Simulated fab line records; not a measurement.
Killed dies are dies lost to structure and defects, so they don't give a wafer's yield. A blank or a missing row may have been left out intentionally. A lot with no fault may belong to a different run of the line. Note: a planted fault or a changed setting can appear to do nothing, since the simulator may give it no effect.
The tool behind it: which one? || flow gf180mcu || 21 wafers from 7 lots sampled at 5 of the route's 602 steps

== WHAT EACH GAUGE READ, for each wafer ==
GF_MIM_THK_MEAS_06.
{"lot": "L425", "measured": "day 26 10:01", "on": "filmMetro-02", "MIM_CVD_05_THK (nm)": "41.8 41.8 42.3"}
{"lot": "L427", "measured": "day 27 05:25", "on": "filmMetro-02", "MIM_CVD_05_THK (nm)": "41.8 41.8 41.8"}
{"lot": "L429", "measured": "day 27 14:56", "on": "filmMetro-04", "MIM_CVD_05_THK (nm)": "41.4 42.2 41.9"}
{"lot": "L435", "measured": "day 29 08:55", "on": "filmMetro-03", "MIM_CVD_05_THK (nm)": "84.1 84.9 85.7 84.1 85.0 85.7"}
{"lot": "L440", "measured": "day 30 15:31", "on": "filmMetro-02", "MIM_CVD_05_THK (nm)": "41.1 41.7 42.1"}
{"lot": "L442", "measured": "day 31 07:34", "on": "filmMetro-03", "MIM_CVD_05_THK (nm)": "42.2 42.0 42.4"}
{"lot": "L444", "measured": "day 31 16:53", "on": "filmMetro-03", "MIM_CVD_05_THK (nm)": "41.8 41.7 42.5"}

== TOOL THAT RAN EACH LOT (tool first, then ch and the chambers of the sampled wafers, then the start) ==
{"lot": "L425", "GF_V4_CVD_23": "cvdW-01 ch 0,1, day 26 09:11", "GF_MIM_SPUTTER_01": "pvdSputter-02, day 26 09:50", "GF_MIM_SPUTTER_02": "pvdSputter-02, day 26 09:52", "GF_MIM_CVD_05": "pecvd-02 ch 0,1, day 26 09:58"}
{"lot": "L427", "GF_V4_CVD_23": "cvdW-01 ch 0,1, day 27 04:33", "GF_MIM_SPUTTER_01": "pvdSputter-01, day 27 05:15", "GF_MIM_SPUTTER_02": "pvdSputter-01, day 27 05:17", "GF_MIM_CVD_05": "pecvd-02 ch 0,1,2, day 27 05:22"}
{"lot": "L429", "GF_V4_CVD_23": "cvdW-02 ch 0,1, day 27 14:04", "GF_MIM_SPUTTER_01": "pvdSputter-02, day 27 14:47", "GF_MIM_SPUTTER_02": "pvdSputter-02, day 27 14:49", "GF_MIM_CVD_05": "pecvd-02 ch 0,1,2, day 27 14:54"}
{"lot": "L435", "GF_V4_CVD_23": "cvdW-01 ch 0, day 29 07:52", "GF_MIM_SPUTTER_01": "pvdSputter-02, day 29 08:34", "GF_MIM_SPUTTER_02": "pvdSputter-02, day 29 08:35", "GF_MIM_CVD_05": "pecvd-03 ch 0,1,2, day 29 08:41"}
{"lot": "L440", "GF_V4_CVD_23": "cvdW-02 ch 0,1, day 30 14:40", "GF_MIM_SPUTTER_01": "pvdSputter-04, day 30 15:22", "GF_MIM_SPUTTER_02": "pvdSputter-04, day 30 15:23", "GF_MIM_CVD_05": "pecvd-01 ch 0,2, day 30 15:29"}
{"lot": "L442", "GF_V4_CVD_23": "cvdW-02 ch 0,1, day 31 06:37", "GF_MIM_SPUTTER_01": "pvdSputter-01, day 31 07:23", "GF_MIM_SPUTTER_02": "pvdSputter-01, day 31 07:25", "GF_MIM_CVD_05": "pecvd-03 ch 0,1,2, day 31 07:31"}
{"lot": "L444", "GF_V4_CVD_23": "cvdW-02 ch 0,1, day 31 16:02", "GF_MIM_SPUTTER_01": "pvdSputter-01, day 31 16:44", "GF_MIM_SPUTTER_02": "pvdSputter-01, day 31 16:46", "GF_MIM_CVD_05": "pecvd-01 ch 0,1,2, day 31 16:52"}
- GF_V4_CVD_23: deposits W, target thk 350 nm, time 104.9 s.
- GF_MIM_SPUTTER_01: material TiN, target thk 30 nm, time 25 s.
- GF_MIM_SPUTTER_02: material AlCu, target thk 450 nm, time 23.9 s.
- GF_MIM_CVD_05: deposits Si3N4, target thk 42 nm, time 29.086 s.

== THE ANSWER, worked out from the rows above alone ==
Rule: what is usual is taken from the lots themselves. The widest of any qualifying gaps counts: lots, ordered by their means at a reading, are off when they make up no more than a third of the lots, leave a main group of 4 or more, and stand apart from it by 3 or more times the standard deviation of that group's means. A main group is skipped when, at the precision printed for the reading in the tables above, its means are all equal. Also off: a lot with no number at a reading for which 4 or more lots have one. The other lots that the step has rows for count as sound.
Off: L435, seen at GF_MIM_THK_MEAS_06 (MIM_CVD_05_THK). The main group has a mean of 41.9 nm with a standard deviation of 0.18.
If a tool, at a process step before that reading, ran all the lots that are off and no sound lot after the first of them, it fits. Gauges at GF_MIM_THK_MEAS_06: tried the same way as those tools. 2 tools fit, cvdW-01 at GF_V4_CVD_23 and pvdSputter-02 at GF_MIM_SPUTTER_01 and GF_MIM_SPUTTER_02, so this cannot tell which one it is.

== WHAT THE SIMULATOR HAD INSERTED ==
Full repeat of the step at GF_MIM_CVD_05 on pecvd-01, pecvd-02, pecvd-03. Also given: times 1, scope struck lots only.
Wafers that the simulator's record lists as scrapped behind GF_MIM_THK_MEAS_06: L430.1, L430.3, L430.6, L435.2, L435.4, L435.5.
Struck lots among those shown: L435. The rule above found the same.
